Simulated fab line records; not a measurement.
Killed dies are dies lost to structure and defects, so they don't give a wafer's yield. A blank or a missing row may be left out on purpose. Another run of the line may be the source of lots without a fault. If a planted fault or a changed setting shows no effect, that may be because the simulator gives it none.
What tool caused it?    flow sky130    13 lots with 39 wafers sampled at 4 steps, on a route of 708 steps

== WHAT EACH GAUGE READ, for each wafer ==
SKY_CONTACT_THK_MEAS_01. Usual: CONTACT_CVD_00_THK 75.1 nm, standard deviation 0.89.
lot   measured      on             CONTACT_CVD_00_THK (nm)  flag
L444  day 30 12:49  film metro-02  73.9 74.4 74.6           
L445  day 30 15:16  film metro-01  74.3 74.2 75.8           
L447  day 31 08:02  film metro-03  77.1 75.4 76.7           
L449  day 31 23:58  film metro-03  75.0 75.3 76.2           
L450  day 33 11:17  film metro-03  74.8 76.1 75.8           
L452  day 33 11:55  film metro-02  75.9 75.7 75.2           
L451  day 33 13:28  film metro-01  74.5 76.2 75.7           
L454  day 33 19:20  film metro-01  75.1 75.5 75.0           
L456  day 34 07:25  film metro-03  74.9 75.2 75.4           
L464  day 36 15:08  film metro-01  74.8 74.7 75.4           
L465  day 36 23:55  film metro-02  74.9 73.7 74.4           
L466  day 37 07:20  film metro-01  74.9 74.9 75.8           
L467  day 37 13:22  film metro-03  74.8 74.7 76.2           

SKY_CONTACT_CD_MEAS_14 targets a cd of 170 nm. Usual: cd nm 170.0 nm, standard deviation 1.7.
lot   measured      on         cd nm (nm)         flag
L444  day 31 17:19  cd sem-01  170.4 171.2 171.4  
L445  day 31 19:55  cd sem-01  170.9 169.6 170.8  
L447  day 32 12:17  cd sem-01  171.2 169.6 171.1  
L449  day 33 04:10  cd sem-02  169.9 168.3 169.1  
L450  day 34 14:31  cd sem-01  168.4 166.2 167.0  
L452  day 34 15:31  cd sem-01  172.0 171.2 170.5  
L451  day 34 16:49  cd sem-01  171.9 173.3 171.6  
L454  day 34 22:43  cd sem-01  169.0 170.8 170.8  
L456  day 35 11:08  cd sem-01  167.6 169.3 168.0  
L464  day 37 17:20  cd sem-02  167.5 167.2 167.7  
L465  day 38 02:07  cd sem-02  170.0 170.0 169.8  
L466  day 38 09:23  cd sem-02  168.2 166.4 166.5  
L467  day 38 15:07  cd sem-01  169.5 168.5 168.8  

SKY_CONTACT_OVL_MEAS_15. Usual: CONTACT_OVL 0 nm, standard deviation 4.8.
lot   measured      on          CONTACT_OVL (nm)  flag
L444  day 31 17:26  overlay-01  2 -3 -5           
L445  day 31 20:02  overlay-02  5 2 4             
L447  day 32 12:22  overlay-02  -3 -6 0           
L449  day 33 04:17  overlay-02  4 2 3             
L450  day 34 14:38  overlay-02  8 3 10            
L452  day 34 15:36  overlay-02  -1 -3 -7          
L451  day 34 16:56  overlay-02  3 5 4             
L454  day 34 22:48  overlay-02  0 -2 2            
L456  day 35 11:14  overlay-01  1 -3 7            
L464  day 37 17:27  overlay-02  1 -2 -2           
L465  day 38 02:14  overlay-01  -2 -4 -1          
L466  day 38 09:30  overlay-01  1 5 -3            
L467  day 38 15:14  overlay-02  5 -5 -1           

== WHICH TOOL RAN EACH LOT (tool, then ch and the chambers of the sampled wafers, then the start) ==
lot   SKY_RES_XHIGH_EXPOSE_04
L444  iline stepper-02 ch 0, day 26 06:23
L445  iline stepper-02 ch 0, day 26 07:52
L447  iline stepper-01 ch 0, day 27 01:55
L449  iline stepper-01 ch 0, day 27 18:50
L450  iline stepper-01 ch 0, day 29 08:04
L452  iline stepper-01 ch 0, day 29 08:26
L451  iline stepper-01 ch 0, day 29 09:34
L454  iline stepper-02 ch 0, day 29 14:58
L456  iline stepper-02 ch 0, day 30 06:16
L464  iline stepper-01 ch 0, day 32 16:46
L465  iline stepper-01 ch 0, day 33 00:16
L466  iline stepper-02 ch 0, day 33 08:58
L467  iline stepper-02 ch 0, day 33 14:34
- SKY_RES_XHIGH_EXPOSE_04: exposes mask URPM, target cd 1270 nm.

== WHAT THE TOOLS THEMSELVES READ (means of the sampled wafers that have a number; where no wafer has one, the mark that the record gives instead) ==
The record holds no such reading with a usual standard deviation.

== THE ANSWER, worked out from the rows above alone ==
Rule: lot off if the mean of its wafers having a number is beyond 3 standard deviations from the usual mean. Also off: a lot with no number at a reading for which 4 or more lots have one. The other lots that the step has rows for count as sound. First the gauges in route order, then the tools' own readings, where a lot's mean is used as printed above. The first step at which some lot is off is used, and at that step the reading that is off furthest; a lot without a number counts as furthest.
No lot is off at any reading shown: from this, nothing can be told.

== WHAT THE SIMULATOR PUT IN ==
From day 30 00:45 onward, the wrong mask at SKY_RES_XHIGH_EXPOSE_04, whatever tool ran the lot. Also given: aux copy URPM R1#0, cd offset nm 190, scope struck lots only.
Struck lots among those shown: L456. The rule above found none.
